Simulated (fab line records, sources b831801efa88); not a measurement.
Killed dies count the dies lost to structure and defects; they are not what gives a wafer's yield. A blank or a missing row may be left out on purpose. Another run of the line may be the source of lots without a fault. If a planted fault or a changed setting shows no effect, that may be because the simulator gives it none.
The same fault as seen by 2 desks ; flow gf180mcu ; only its own numbers are on each desk; what lay behind them is given at the end

== THE METROLOGY DESK ==
What the gauges read for every lot (on any tool): the sampled wafers with a number, averaged. Any lot whose mean is over 4 standard deviations away from the usual mean is out of limits and marked OUT; that distance is given in the brackets.
Columns: A = cd_nm at GF_SAB_CD_MEAS_09, usual 420.9 nm; B = SAB_OVL at GF_SAB_OVL_MEAS_10, usual -0.2 nm
lot;first seen here;A;B
L629;day 14 21:27;421.5;0.4
L638;day 19 06:33;420.2;0.4
L639;day 19 07:09;423.3;-0.2
L645;day 21 05:52;419.1;-2.1
L648;day 21 23:26;418.3;-0.4
L649;day 22 04:28;418.9;-0.0
L652;day 23 18:08;423.0;1.4
This desk found nothing out of limits on any of the 7 lots.

== FOR THE TOOL OWNER'S DESK: pvd_sputter-03 ==
The tool's own readings at GF_SALICIDE_SPUTTER_02 (material Co, target thk 10 nm, time 20 s): means of the sampled wafers that have a number, for each lot that ran on this tool. Any lot whose mean is over 4 standard deviations away from the usual mean is out of limits and marked OUT; that distance is given in the brackets.
Columns: A = throttle_valve_pct at GF_SALICIDE_SPUTTER_02, usual 30.3 %
lot;first seen here;A
L638;day 19 06:59;30.6
L645;day 21 06:18;30.2
L648;day 21 23:54;30.1
L649;day 22 04:57;30.1
This desk found nothing out of limits on any of the 4 lots.

== TAKEN TOGETHER ==
The metrology desk saw nothing out of limits.
Nothing out of limits was seen by the tool owner's desk.

== WHAT THE SIMULATOR PUT IN ==
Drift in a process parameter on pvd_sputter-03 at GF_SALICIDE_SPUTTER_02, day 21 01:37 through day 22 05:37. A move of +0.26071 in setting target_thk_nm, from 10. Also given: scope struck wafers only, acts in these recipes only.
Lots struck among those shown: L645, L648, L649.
